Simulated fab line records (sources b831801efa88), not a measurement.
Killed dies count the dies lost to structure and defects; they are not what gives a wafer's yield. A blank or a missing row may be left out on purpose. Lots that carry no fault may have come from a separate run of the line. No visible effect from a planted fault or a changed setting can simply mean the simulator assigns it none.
Matching of chambers / flow sky130 / SKY_VIA1_CMP_02 on cmp-01: 4 sister chambers
The step polishes SiO2. 4 wafers are shown with their chamber, then 7 later ones without.

== EACH WAFER AND ITS CHAMBER ==
wafer=L306.1; chamber=2; motor current A (A)=12.8
wafer=L306.4; chamber=1; motor current A (A)=11.6
wafer=L311.3; chamber=3; motor current A (A)=11.7
wafer=L311.5; chamber=0; motor current A (A)=13.2

== WAFERS MISSING THEIR CHAMBER ==
wafer=L311.6; motor current A (A)=12.0
wafer=L317.2; motor current A (A)=13.1
wafer=L317.4; motor current A (A)=13.3
wafer=L317.5; motor current A (A)=11.9
wafer=L318.1; motor current A (A)=11.9
wafer=L318.2; motor current A (A)=12.8
wafer=L318.3; motor current A (A)=11.3

== WHICH CHAMBER EACH WENT THROUGH ==
wafer=L311.6; from the rows above=can't be placed: 3 or 1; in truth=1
wafer=L317.2; from the rows above=can't be placed: 0 or 2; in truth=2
wafer=L317.4; from the rows above=can't be placed: 0 or 2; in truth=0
wafer=L317.5; from the rows above=can't be placed: 3 or 1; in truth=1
wafer=L318.1; from the rows above=can't be placed: 3 or 1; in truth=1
wafer=L318.2; from the rows above=can't be placed: 2 or 0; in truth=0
wafer=L318.3; from the rows above=can't be placed: 1 or 3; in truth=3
Correctly placed: 0 of 7. From these rows, 7 cannot be placed; in 7 the true chamber is one of the candidates. Wrongly placed: 0.
How it was worked out, from the rows above alone: a wafer's distance from a chamber is the root of the sum, over the readings, of the square of ((its reading less the chamber's mean) divided by the reading's scatter). If the next closest chamber is less than 2 further off than the closest, the wafer can't be placed; otherwise it belongs to the closest. The mean given for a chamber averages the wafers shown for that chamber. The scatter (one wafer shown for each chamber): square how far every hidden wafer sits from the nearest shown wafer, average those squares and take the square root.
